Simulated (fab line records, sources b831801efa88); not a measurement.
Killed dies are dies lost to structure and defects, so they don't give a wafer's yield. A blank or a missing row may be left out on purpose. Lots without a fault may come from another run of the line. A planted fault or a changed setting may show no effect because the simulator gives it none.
A struck lot beside a sound one | flow gf180mcu | 23 steps out of a route of 602
Sound: wafers L239.1, L239.3, L239.5. Struck: wafers L242.3, L242.4, L242.6. The cause comes at the end.
At each step with rows: each side's tool, then ch and its chambers, then its first start. Under that, the readings that differ: sound wafers | struck wafers | difference of the means | sigmas: that difference in standard deviations of wafers without a fault.
alike: readings whose means differ by less than 2 such deviations, and words and numbers that are the same on both sides. not compared: withheld readings, readings that some wafer has no value for, bounds like >300 that may hide the same value, and numbers for which the record gives no deviation and whose values overlap.
The two part at a step that has a row with sigmas, a row that says differs or no value, or rows on one side only. Numbers that don't overlap but have no deviation are shown without sigmas and don't part them. A reading that every wafer of one side lacks parts them only if that side has two wafers or more.

first, 3 steps without rows for these wafers: GF_HV_LDD_EXPOSE_16 (exposes mask Pplus LV AREA, target cd 400 nm); GF_HV_LDD_PEB_17; GF_HV_LDD_DEVELOP_18 (develop time 60 s).
GF_HV_LDD_CD_MEAS_19: target cd 400 nm.
  sound on cd_sem-02, day 11 02:29; struck on cd_sem-01, day 11 23:07
  alike: cd_nm
GF_HV_LDD_OVL_MEAS_20:
  sound on overlay-01, day 11 02:36; struck on overlay-01, day 11 23:13
  alike: HV_LDD_01_OVL
then, 1 step without rows for these wafers: GF_HV_LDD_IMPLANT_21.
GF_HV_LDD_STRIP_22: strips in O2/N2.
  sound on plasma_asher-01 ch 0,1, day 11 02:47; struck on plasma_asher-04 ch 0,1, day 11 23:25
  alike: drypump_motor_current_A, heater_power_w, oes_product_au, strip_time_to_endpoint_s
  not compared: rf_hours_counter_h
GF_HV_LDD_TW_MEAS_23:
  sound on film_metro-02, day 11 02:53; struck on film_metro-01, day 11 23:31
  alike: HV_LDD_2_TW
then, 4 steps without rows for these wafers: GF_HV_LDD_DEHYDRATE_24 (time 60 s); GF_HV_LDD_HMDS_25 (prime time 60 s); GF_HV_LDD_COAT_26 (resist thk 1000 nm); GF_HV_LDD_SOFTBAKE_27 (time 60 s).
GF_HV_LDD_EXPOSE_28: exposes mask Nplus HV AREA, target cd 400 nm.
  sound on iline_stepper-01 ch 0, day 11 12:08; struck on iline_stepper-01 ch 0, day 12 09:01
  reading | sound                                           | struck                                          | difference | sigmas
  mask    | Nplus_HV_AREA#0 Nplus_HV_AREA#0 Nplus_HV_AREA#0 | Pplus_LV_AREA#0 Pplus_LV_AREA#0 Pplus_LV_AREA#0 | differs    |
then, 2 steps without rows for these wafers: GF_HV_LDD_PEB_29; GF_HV_LDD_DEVELOP_30 (develop time 60 s).
GF_HV_LDD_CD_MEAS_31: target cd 400 nm.
  sound on cd_sem-02, day 11 20:35; struck on cd_sem-02, day 12 18:25
  reading    | sound             | struck | difference                    | sigmas
  cd_nm (nm) | 398.0 400.6 398.1 | - - -  | no value on the struck wafers |
GF_HV_LDD_OVL_MEAS_32:
  sound on overlay-02, day 11 20:42; struck on overlay-02, day 12 18:31
  reading            | sound       | struck | difference                    | sigmas
  HV_LDD_02_OVL (nm) | 2.3 3.3 0.5 | - - -  | no value on the struck wafers |
then, 4 steps without rows for these wafers: GF_HV_LDD_IMPLANT_33; GF_HV_LDD_IMPLANT_34; GF_HV_LDD_IMPLANT_35; GF_HV_LDD_IMPLANT_36.
GF_HV_LDD_STRIP_37: strips in O2/N2.
  sound on plasma_asher-01 ch 0,1, day 11 21:20; struck on plasma_asher-04 ch 0,1, day 12 19:10
  alike: drypump_motor_current_A, heater_power_w, oes_product_au, strip_time_to_endpoint_s
  not compared: rf_hours_counter_h
GF_HV_LDD_TW_MEAS_38:
  sound on film_metro-01, day 11 21:26; struck on film_metro-04, day 12 19:29
  reading     | sound          | struck   | difference | sigmas
  HV_LDD_3_TW | 1421 1427 1430 | 30 30 30 | -1396      | -99 or more
  not compared: hold

WHERE THEY PART
First at GF_HV_LDD_EXPOSE_28; last, within this record, at GF_HV_LDD_TW_MEAS_38.

WHY: what the simulator had put in
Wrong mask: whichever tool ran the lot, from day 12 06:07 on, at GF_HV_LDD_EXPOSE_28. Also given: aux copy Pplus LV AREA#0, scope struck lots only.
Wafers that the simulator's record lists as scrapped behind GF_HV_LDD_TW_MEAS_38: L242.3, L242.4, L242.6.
